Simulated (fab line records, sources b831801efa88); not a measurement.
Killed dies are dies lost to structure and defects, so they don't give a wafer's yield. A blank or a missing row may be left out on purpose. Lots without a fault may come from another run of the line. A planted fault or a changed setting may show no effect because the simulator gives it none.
Problem report in the 8D (eight disciplines) form, filled by code | flow gf180mcu | the parts of the form that need people (team, actions taken, sign-off) are left out

1. THE PROBLEM
dose_ions_cm2 at GF_HV_LDD_IMPLANT_21 reads a mean of 5e+13 on 6 wafers of 2 lots; wafers without a fault read 5e+13 with a standard deviation of 5.9e+10. That is -49 standard deviations from the usual mean.
First seen on wafer L746.1, day 14 10:07, on implanter-02. The record holds 39 wafers of 13 lots with a number at this step. Rule for "out", or "out of limits": more than 4 standard deviations from the usual mean. The other wafers with a number count as sound.

2. WHAT IT IS AND WHAT IT IS NOT
question                    | is                     | is not
which readings at this step | dose_ions_cm2          | -
which lots                  | L746, L748             | L736, L737, L739, L740, L741, L744, L749, L750, L754, L757, L758
which wafers of those lots  | all that have a number | -
read on which tools         | implanter-02           | implanter-01, implanter-03
when                        | from day 14 10:07      | up to then (18 sound wafers); but 15 sound wafers of L749, L750, L754, L757, L758 came after

3. SUSPECTS, AND WHAT RULES EACH OUT
Counting: a tool at a process step up to the reading stays a suspect if it ran every lot that is out and no sound lot after the first of them.
- implanter-02 at GF_HV_LDD_IMPLANT_21: ruled out as a lasting fault. Sound lots L758 ran on it after its first lot that is out, L746 (day 14 10:07).
Left after counting: nothing in the record.

4. THE CAUSE (what the simulator had put in)
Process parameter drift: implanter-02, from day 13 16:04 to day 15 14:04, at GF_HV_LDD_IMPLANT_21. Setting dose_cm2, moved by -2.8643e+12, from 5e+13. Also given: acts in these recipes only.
Counting ruled it out, wrongly.

5. THE CHAIN OF EFFECTS, in route order
Each row: a reading whose mean over the struck wafers that have a number lies more than 3 standard deviations from the usual. Only readings for which the record gives a usual standard deviation are gone through. hours: the time from each lot's start at the first step in this table that gives one to its start at this step, as a median over the lots. sigmas: the change in usual standard deviations.
hours | step                 | reading            | usual | on struck wafers | change | sigmas
0     | GF_HV_LDD_IMPLANT_21 | dose_ions_cm2      | 5e+13 | 5e+13            | -3e+12 | -49
0     | GF_HV_LDD_IMPLANT_21 | faraday_current_uA | 282   | 266              | -16    | -3.2
0     | GF_HV_LDD_TW_MEAS_23 | HV_LDD_2_TW        | 1055  | 1038             | -18    | -3.1
The process steps in it:
- GF_HV_LDD_IMPLANT_21

6. WHAT WOULD HAVE CAUGHT IT SOONER
In this record the first reading out of limits was taken at day 14 10:07, 18 hours after the fault began at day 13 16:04.
